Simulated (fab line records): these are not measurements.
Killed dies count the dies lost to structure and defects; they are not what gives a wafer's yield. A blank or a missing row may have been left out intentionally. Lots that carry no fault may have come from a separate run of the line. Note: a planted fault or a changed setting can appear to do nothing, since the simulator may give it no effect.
Matching of chambers	flow sky130	SKY_CONTACT_CMP_27 on cmp-02: 4 sister chambers
The step polishes, stops on SiO2, t overpolish 15 s, target thk 0 nm. 16 wafers are shown with their chamber, then 8 later ones without.

## EACH WAFER AND ITS CHAMBER
wafer	chamber	motorCurrentA (A)	slurryFilterDpKPa (kPa)	timeToEndpointS (s)
L220.2	2	12.1	13.62	82
L220.3	3	12.5	13.55	82
L220.6	2	12.0	13.57	87
L222.2	1	10.7	13.28	83
L222.3	0	10.9	13.40	84
L222.5	0	10.9	13.82	81
L234.1	0	11.5	13.32	81
L234.2	1	10.8	13.44	84
L234.4	2	12.7	13.69	85
L235.2	3	12.8	13.21	82
L235.3	1	10.6	13.62	78
L235.5	1	10.9	13.42	80
L239.1	0	11.6	13.34	79
L239.3	1	10.6	13.33	77
L239.5	3	12.3	13.36	80
L240.3	3	11.9	13.21	83

SIGNATURES (means of the wafers above)
reading	chamber 0	chamber 1	chamber 2	chamber 3	scatter within a chamber
motorCurrentA	11.225	10.720	12.267	12.375	0.317
slurryFilterDpKPa	13.4700	13.4180	13.6267	13.3325	0.163
timeToEndpointS	81.25	80.40	84.67	81.75	2.37
Rule: a wafer's distance from a chamber is the root of the sum, over the readings, of the square of ((its reading less the chamber's mean) divided by the reading's scatter). The wafer belongs to the nearest chamber; if the next one is less than 2 further off, it can't be placed. The scatter is the square root of a quotient: the sum, over the shown wafers, of each reading's squared deviation from its chamber's mean, divided by wafers minus chambers.

## WAFERS WHOSE CHAMBER IS MISSING
wafer	motorCurrentA (A)	slurryFilterDpKPa (kPa)	timeToEndpointS (s)
L240.4	11.9	13.44	78
L240.5	12.1	13.70	82
L241.2	11.9	13.49	82
L241.3	11.5	13.30	82
L241.4	10.9	13.48	81
L242.1	11.6	13.70	80
L242.3	11.7	13.49	80
L242.4	12.2	13.52	77

## CHAMBER TAKEN BY EACH
wafer	from the rows above	in truth
L240.4	can't be placed: 3 or 0 or 2 or 1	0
L240.5	can't be placed: 2 or 3 or 0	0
L241.2	can't be placed: 3 or 2 or 0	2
L241.3	can't be placed: 0 or 1 or 3 or 2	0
L241.4	can't be placed: 1 or 0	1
L242.1	can't be placed: 0 or 2 or 1 or 3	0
L242.3	can't be placed: 0 or 3 or 2 or 1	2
L242.4	can't be placed: 3 or 2 or 0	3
Correct placement for 0 of the 8. These rows do not allow placing 8 (true chamber among the candidates in 8). 0 placed wrongly.
